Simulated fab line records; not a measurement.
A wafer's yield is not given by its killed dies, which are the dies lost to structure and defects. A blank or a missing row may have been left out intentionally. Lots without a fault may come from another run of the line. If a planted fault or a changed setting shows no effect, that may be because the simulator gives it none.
What tool caused it? :: flow sky130 :: Sampling: 11 lots, 33 wafers, 5 of 708 route steps

== WHAT THE GAUGES SHOWED, per wafer ==
SKY_VIA3_BOW_MEAS_03.
lot: L186
measured: day 39 13:11
on: filmMetro-02
VIA3_BOW (um): 91 93 100

lot: L191
measured: day 41 05:30
on: filmMetro-01
VIA3_BOW (um): 70 75 71

lot: L192
measured: day 41 14:43
on: filmMetro-01
VIA3_BOW (um): 73 60 69

lot: L195
measured: day 42 08:59
on: filmMetro-04
VIA3_BOW (um): 73 73 85

lot: L196
measured: day 42 11:15
on: filmMetro-01
VIA3_BOW (um): 80 73 82

lot: L201
measured: day 44 01:13
on: filmMetro-01
VIA3_BOW (um): 89 79 72

lot: L202
measured: day 44 03:40
on: filmMetro-02
VIA3_BOW (um): 84 84 72

lot: L203
measured: day 44 06:23
on: filmMetro-01
VIA3_BOW (um): 66 74 87

lot: L206
measured: day 45 05:29
on: filmMetro-02
VIA3_BOW (um): 87 82 85

lot: L207
measured: day 45 08:53
on: filmMetro-02
VIA3_BOW (um): 91 78 87

lot: L209
measured: day 45 23:28
on: filmMetro-01
VIA3_BOW (um): 92 87 89

SKY_CAP2M_THK_MEAS_01.
lot: L186
measured: day 40 16:01
on: filmMetro-03
CAP2M_CVD_00_THK (nm): 15.52 15.36 15.77

lot: L191
measured: day 42 07:50
on: filmMetro-02
CAP2M_CVD_00_THK (nm): 15.68 16.12 16.09

lot: L192
measured: day 42 16:29
on: filmMetro-04
CAP2M_CVD_00_THK (nm): 15.40 15.91 15.87

lot: L195
measured: day 43 09:46
on: filmMetro-03
CAP2M_CVD_00_THK (nm): 15.32 15.63 15.27

lot: L196
measured: day 43 12:20
on: filmMetro-03
CAP2M_CVD_00_THK (nm): 16.10 16.05 15.84

lot: L201
measured: day 45 02:35
on: filmMetro-04
CAP2M_CVD_00_THK (nm): 15.48 15.83 15.61

lot: L202
measured: day 45 04:38
on: filmMetro-03
CAP2M_CVD_00_THK (nm): 15.58 15.99 16.04

lot: L203
measured: day 45 06:38
on: filmMetro-02
CAP2M_CVD_00_THK (nm): 15.42 15.20 15.51

lot: L206
measured: day 46 05:20
on: filmMetro-02
CAP2M_CVD_00_THK (nm): 15.68 6.31 6.39

lot: L207
measured: day 46 08:39
on: filmMetro-02
CAP2M_CVD_00_THK (nm): 15.27 15.92 15.46

lot: L209
measured: day 46 22:21
on: filmMetro-04
CAP2M_CVD_00_THK (nm): 15.32 15.48 15.31

== EACH LOT AND THE TOOL THAT RAN IT (in order: tool; ch and the chambers of the sampled wafers; start) ==
lot: L186
SKY_VIA3_SPUTTER_20: pvdSputter-03, day 40 15:11
SKY_VIA3_CMP_24: cmp-02 ch 0,1,3, day 40 15:33
SKY_CAP2M_CVD_00: pecvd-04 ch 0,2, day 40 16:00

lot: L191
SKY_VIA3_SPUTTER_20: pvdSputter-03, day 42 06:59
SKY_VIA3_CMP_24: cmp-02 ch 0,2,3, day 42 07:27
SKY_CAP2M_CVD_00: pecvd-04 ch 0,2, day 42 07:48

lot: L192
SKY_VIA3_SPUTTER_20: pvdSputter-01, day 42 15:38
SKY_VIA3_CMP_24: cmp-01 ch 0,1,3, day 42 16:03
SKY_CAP2M_CVD_00: pecvd-04 ch 1,2, day 42 16:28

lot: L195
SKY_VIA3_SPUTTER_20: pvdSputter-03, day 43 08:55
SKY_VIA3_CMP_24: cmp-02 ch 1,3, day 43 09:20
SKY_CAP2M_CVD_00: pecvd-01 ch 0,2, day 43 09:44

lot: L196
SKY_VIA3_SPUTTER_20: pvdSputter-03, day 43 11:29
SKY_VIA3_CMP_24: cmp-02 ch 0,2, day 43 11:51
SKY_CAP2M_CVD_00: pecvd-04 ch 1,2, day 43 12:19

lot: L201
SKY_VIA3_SPUTTER_20: pvdSputter-01, day 45 01:46
SKY_VIA3_CMP_24: cmp-01 ch 2,3, day 45 02:07
SKY_CAP2M_CVD_00: pecvd-01 ch 0,1, day 45 02:34

lot: L202
SKY_VIA3_SPUTTER_20: pvdSputter-03, day 45 03:40
SKY_VIA3_CMP_24: cmp-02 ch 0,1,3, day 45 04:08
SKY_CAP2M_CVD_00: pecvd-04 ch 0,1, day 45 04:35

lot: L203
SKY_VIA3_SPUTTER_20: pvdSputter-01, day 45 05:48
SKY_VIA3_CMP_24: cmp-01 ch 1,2,3, day 45 06:16
SKY_CAP2M_CVD_00: pecvd-01 ch 1,2, day 45 06:37

lot: L206
SKY_VIA3_SPUTTER_20: pvdSputter-04, day 46 04:29
SKY_VIA3_CMP_24: cmp-01 ch 0,1,2, day 46 04:52
SKY_CAP2M_CVD_00: pecvd-04 ch 1,2, day 46 05:19

lot: L207
SKY_VIA3_SPUTTER_20: pvdSputter-04, day 46 07:49
SKY_VIA3_CMP_24: cmp-02 ch 2,3, day 46 08:11
SKY_CAP2M_CVD_00: pecvd-02 ch 0,1,2, day 46 08:38

lot: L209
SKY_VIA3_SPUTTER_20: pvdSputter-01, day 46 21:31
SKY_VIA3_CMP_24: cmp-01 ch 1,2,3, day 46 21:56
SKY_CAP2M_CVD_00: pecvd-02 ch 0,1, day 46 22:20
- SKY_VIA3_SPUTTER_20: material TiN, target thk 20 nm, time 80 s.
- SKY_VIA3_CMP_24: polishes, stops on SiO2, t overpolish 20 s, target thk 0 nm.
- SKY_CAP2M_CVD_00: deposits SiO2, target thk 15.5 nm.

== WHAT THE TOOLS THEMSELVES READ (means of the sampled wafers that have a number; where no wafer has one, the mark that the record gives instead) ==
SKY_VIA3_SPUTTER_20.
lot: L186
tool: pvdSputter-03
throttleValvePct (%): 29.4

lot: L191
tool: pvdSputter-03
throttleValvePct (%): 29.4

lot: L192
tool: pvdSputter-01
throttleValvePct (%): 31.1

lot: L195
tool: pvdSputter-03
throttleValvePct (%): 29.5

lot: L196
tool: pvdSputter-03
throttleValvePct (%): 29.9

lot: L201
tool: pvdSputter-01
throttleValvePct (%): 30.9

lot: L202
tool: pvdSputter-03
throttleValvePct (%): 29.2

lot: L203
tool: pvdSputter-01
throttleValvePct (%): 31.2

lot: L206
tool: pvdSputter-04
throttleValvePct (%): 29.7

lot: L207
tool: pvdSputter-04
throttleValvePct (%): 30.0

lot: L209
tool: pvdSputter-01
throttleValvePct (%): 31.1

SKY_VIA3_CMP_24.
lot: L186
tool: cmp-02
motorCurrentA (A): 10.5
overpolishRunS (s): 19.997
retainingRingPressureFrac: 1.001
timeToEndpointS (s): 97

lot: L191
tool: cmp-02
motorCurrentA (A): 10.6
overpolishRunS (s): 20.007
retainingRingPressureFrac: 1.001
timeToEndpointS (s): 94

lot: L192
tool: cmp-01
motorCurrentA (A): 11.8
overpolishRunS (s): 20.006
retainingRingPressureFrac: 1.001
timeToEndpointS (s): 96

lot: L195
tool: cmp-02
motorCurrentA (A): 11.0
overpolishRunS (s): 19.993
retainingRingPressureFrac: 1.003
timeToEndpointS (s): 102

lot: L196
tool: cmp-02
motorCurrentA (A): 10.3
overpolishRunS (s): 19.993
retainingRingPressureFrac: 0.999
timeToEndpointS (s): 96

lot: L201
tool: cmp-01
motorCurrentA (A): 10.4
overpolishRunS (s): 20.005
retainingRingPressureFrac: 1.001
timeToEndpointS (s): 97

lot: L202
tool: cmp-02
motorCurrentA (A): 10.5
overpolishRunS (s): 19.990
retainingRingPressureFrac: 0.998
timeToEndpointS (s): 96

lot: L203
tool: cmp-01
motorCurrentA (A): 10.5
overpolishRunS (s): 20.003
retainingRingPressureFrac: 0.998
timeToEndpointS (s): 95

lot: L206
tool: cmp-01
motorCurrentA (A): 11.8
overpolishRunS (s): 20.003
retainingRingPressureFrac: 1.003
timeToEndpointS (s): 93

lot: L207
tool: cmp-02
motorCurrentA (A): 11.0
overpolishRunS (s): 20.003
retainingRingPressureFrac: 0.998
timeToEndpointS (s): 99

lot: L209
tool: cmp-01
motorCurrentA (A): 10.8
overpolishRunS (s): 20.004
retainingRingPressureFrac: 0.999
timeToEndpointS (s): 96

SKY_CAP2M_CVD_00.
lot: L186
tool: pecvd-04
heaterPowerW (W): 731
susceptorTempC (C): 399.92

lot: L191
tool: pecvd-04
heaterPowerW (W): 745
susceptorTempC (C): 399.51

lot: L192
tool: pecvd-04
heaterPowerW (W): 777
susceptorTempC (C): 400.13

lot: L195
tool: pecvd-01
heaterPowerW (W): 692
susceptorTempC (C): 400.06

lot: L196
tool: pecvd-04
heaterPowerW (W): 778
susceptorTempC (C): 400.06

lot: L201
tool: pecvd-01
heaterPowerW (W): 602
susceptorTempC (C): 400.01

lot: L202
tool: pecvd-04
heaterPowerW (W): 724
susceptorTempC (C): 399.89

lot: L203
tool: pecvd-01
heaterPowerW (W): 682
susceptorTempC (C): 399.79

lot: L206
tool: pecvd-04
heaterPowerW (W): 767
susceptorTempC (C): 400.08

lot: L207
tool: pecvd-02
heaterPowerW (W): 725
susceptorTempC (C): 399.82

lot: L209
tool: pecvd-02
heaterPowerW (W): 773
susceptorTempC (C): 399.96

== THE ANSWER, worked out from the rows above alone ==
Rule: what is usual is taken from the lots themselves. The widest of any qualifying gaps counts: lots, ordered by their means at a reading, are off when they make up no more than a third of the lots, leave a main group of 4 or more, and stand apart from it by 3 or more times the standard deviation of that group's means. Not used: any main group whose means are identical at the precision the tables above print for the reading. A lot without any number at a reading at which 4 lots or more have one is off too. The other lots that the step has rows for count as sound. The gauges are gone through in route order, then the tools' own readings, and for those a lot's mean is taken as printed above. At the first step where some lot is off, the reading lying furthest off is the one used; lots without a number count as furthest.
Off: at SKY_CAP2M_THK_MEAS_01 (CAP2M_CVD_00_THK), L206. For the main group the mean is 15.64 nm and the standard deviation 0.22.
If a tool, at a process step before that reading, ran all the lots that are off and no sound lot after the first of them, it fits. The gauges at SKY_CAP2M_THK_MEAS_01 aren't tried: what is off there is off at SKY_VIA3_CMP_24 too, on other tools, and a gauge's error can't cause that. One fits: SKY_CAP2M_CVD_00 on pecvd-04. Its last sound lot is L202 (day 45 04:35), its first lot that is off L206 (day 46 05:19): a fault that began between those two fits.

== WHAT THE SIMULATOR HAD PUT IN ==
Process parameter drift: pecvd-04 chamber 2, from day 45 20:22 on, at SKY_CAP2M_CVD_00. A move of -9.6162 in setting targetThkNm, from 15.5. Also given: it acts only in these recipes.
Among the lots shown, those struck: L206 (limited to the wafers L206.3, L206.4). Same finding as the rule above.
